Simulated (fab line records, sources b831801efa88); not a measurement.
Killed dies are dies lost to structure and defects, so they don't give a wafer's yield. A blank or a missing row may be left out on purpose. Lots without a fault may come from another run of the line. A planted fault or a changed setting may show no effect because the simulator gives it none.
A struck lot beside a sound one | flow gf180mcu | 14 steps out of a route of 602
Sound: wafers L763.2, L763.3, L763.4. Struck: wafers L751.2, L751.3, L751.6. The cause comes at the end.
At each step with rows: each side's tool, then ch and its chambers, then its first start. Under that, the readings that differ: sound wafers | struck wafers | difference of the means | sigmas: that difference in standard deviations of wafers without a fault.
alike: readings whose means differ by less than 2 such deviations, and words and numbers that are the same on both sides. not compared: withheld readings, readings that some wafer has no value for, bounds like >300 that may hide the same value, and numbers for which the record gives no deviation and whose values overlap.
The two part at a step that has a row with sigmas, a row that says differs or no value, or rows on one side only. Numbers that don't overlap but have no deviation are shown without sigmas and don't part them. A reading that every wafer of one side lacks parts them only if that side has two wafers or more.

first, 2 steps without rows for these wafers: GF_M4_CLEAN_19 (cleans in DIW); GF_V4_CVD_00 (deposits SiO2, target thk 600 nm, time 100 s).
GF_V4_THK_MEAS_01:
  sound on film_metro-04, day 29 16:01; struck on film_metro-02, day 26 05:31
  alike: V4_CVD_00_THK
GF_V4_CVD_02: deposits SiO2 from TEOS, target thk 850 nm, time 94.851 s.
  sound on pecvd-02 ch 0,1, day 29 16:04; struck on pecvd-03 ch 0,2, day 26 05:34
  alike: heater_power_w
GF_V4_THK_MEAS_03:
  sound on film_metro-03, day 29 16:09; struck on film_metro-02, day 26 05:39
  alike: V4_CVD_02_THK
GF_V4_CMP_04: polishes SiO2.
  sound on cmp-01 ch 1,2,3, day 29 16:12; struck on cmp-02 ch 0,1, day 26 05:42
  reading                | sound    | struck   | difference | sigmas
  time_to_endpoint_s (s) | 82 81 85 | 71 70 75 | -11        | -2
  alike: head_pressure_psi, motor_current_A, slurry_flow_ml_min
GF_V4_BOW_MEAS_05:
  sound on film_metro-04, day 29 16:31; struck on film_metro-02, day 26 06:01
  alike: V4_BOW
then, 5 steps without rows for these wafers: GF_V4_DEHYDRATE_06 (time 60 s); GF_V4_HMDS_07 (prime time 60 s); GF_V4_COAT_08; GF_V4_COAT_09 (resist thk 1000 nm); GF_V4_SOFTBAKE_10 (time 60 s).
GF_V4_EXPOSE_11: exposes mask Via4, target cd 260 nm.
  sound on krf_scanner-01 ch 0, day 30 02:44; struck on krf_scanner-01, day 26 16:22
  no value came back on the struck wafers for exposure_dose_mJ_cm2, focus_offset_nm (nm), stage_vel_mm_s (mm/s); on the sound wafers exposure_dose_mJ_cm2 reads 37.94 37.91 37.94
  alike: mask
then, 1 step without rows for these wafers: GF_V4_PEB_12 (peb time 90 s).

WHERE THEY PART
First at GF_V4_CMP_04; last, within this record, at GF_V4_EXPOSE_11.

WHY: what the simulator had put in
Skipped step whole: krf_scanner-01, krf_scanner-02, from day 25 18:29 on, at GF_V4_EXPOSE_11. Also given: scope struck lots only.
